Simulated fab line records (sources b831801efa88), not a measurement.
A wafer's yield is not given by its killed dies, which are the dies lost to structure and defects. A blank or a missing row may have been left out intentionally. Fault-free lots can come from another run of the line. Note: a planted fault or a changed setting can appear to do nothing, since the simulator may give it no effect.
Which tool was responsible? / flow sky130 / 11 lots with 32 wafers sampled at 2 steps, on a route of 708 steps

## WHAT THE GAUGES READ, wafer by wafer
SKY_CAPM_RS_MEAS_03: measurement is done with a four-point probe.
lot=L530; measured=day 37 13:30; on=filmMetro-01; CAPM_TIN_RS (ohm/sq)=6.94 6.87 6.92
lot=L531; measured=day 37 22:32; on=filmMetro-01; CAPM_TIN_RS (ohm/sq)=6.94 6.91 6.91
lot=L532; measured=day 38 01:35; on=filmMetro-01; CAPM_TIN_RS (ohm/sq)=7.07 7.05 7.04
lot=L534; measured=day 38 16:14; on=filmMetro-01; CAPM_TIN_RS (ohm/sq)=7.02 6.95 7.00
lot=L535; measured=day 38 18:52; on=filmMetro-01; CAPM_TIN_RS (ohm/sq)=6.88 6.97 6.86
lot=L537; measured=day 39 13:10; on=filmMetro-04; CAPM_TIN_RS (ohm/sq)=6.96 6.96 6.93
lot=L546; measured=day 42 03:48; on=filmMetro-02; CAPM_TIN_RS (ohm/sq)=7.08 7.12 5.68
lot=L547; measured=day 42 05:53; on=filmMetro-04; CAPM_TIN_RS (ohm/sq)=6.90 5.59
lot=L549; measured=day 43 00:33; on=filmMetro-02; CAPM_TIN_RS (ohm/sq)=6.92 6.86 6.90
lot=L551; measured=day 43 10:10; on=filmMetro-01; CAPM_TIN_RS (ohm/sq)=6.84 6.85 6.86
lot=L552; measured=day 43 13:53; on=filmMetro-01; CAPM_TIN_RS (ohm/sq)=6.95 6.91 6.88

## WHICH TOOL RAN EACH LOT (tool, then ch and the chambers of the sampled wafers, then the start)
lot=L530; SKY_CAPM_SPUTTER_02=pvdSputter-02, day 37 13:22
lot=L531; SKY_CAPM_SPUTTER_02=pvdSputter-01, day 37 22:26
lot=L532; SKY_CAPM_SPUTTER_02=pvdSputter-02, day 38 01:28
lot=L534; SKY_CAPM_SPUTTER_02=pvdSputter-01, day 38 16:07
lot=L535; SKY_CAPM_SPUTTER_02=pvdSputter-02, day 38 18:46
lot=L537; SKY_CAPM_SPUTTER_02=pvdSputter-03, day 39 13:04
lot=L546; SKY_CAPM_SPUTTER_02=pvdSputter-02, day 42 03:41
lot=L547; SKY_CAPM_SPUTTER_02=pvdSputter-02, day 42 05:45
lot=L549; SKY_CAPM_SPUTTER_02=pvdSputter-01, day 43 00:25
lot=L551; SKY_CAPM_SPUTTER_02=pvdSputter-03, day 43 10:02
lot=L552; SKY_CAPM_SPUTTER_02=pvdSputter-03, day 43 13:46
- SKY_CAPM_SPUTTER_02: material TiN, target thk 200 nm, time 166.7 s.

## THE ANSWER, worked out from the rows above alone
Rule: usual is defined by the lots themselves. Put in order of their means at a reading, lots are off if they are a third of the lots or fewer, leave a main group of 4 or more, and stand apart from it by a gap of 3 or more times the standard deviation of the main group's means; of several such gaps the widest counts. A main group is skipped when, at the precision printed for the reading in the tables above, its means are all equal. Also off: a lot with no number at a reading for which 4 or more lots have one. Where the step has rows for the other lots, those lots are counted as sound.
Off: L546, L547, seen at SKY_CAPM_RS_MEAS_03 (CAPM_TIN_RS). The main group: mean 6.93 ohm/sq, standard deviation 0.056.
If a tool, at a process step before that reading, ran all the lots that are off and no sound lot after the first of them, it fits. The gauges at SKY_CAPM_RS_MEAS_03 are tried like those tools. One fits: pvdSputter-02 at SKY_CAPM_SPUTTER_02. Its last sound lot is L535 (day 38 18:46), its first lot that is off L546 (day 42 03:41): a fault that began between those two fits.

## WHAT THE SIMULATOR HAD INSERTED
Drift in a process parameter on pvdSputter-02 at SKY_CAPM_SPUTTER_02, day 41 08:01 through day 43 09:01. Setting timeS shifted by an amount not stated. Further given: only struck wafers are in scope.
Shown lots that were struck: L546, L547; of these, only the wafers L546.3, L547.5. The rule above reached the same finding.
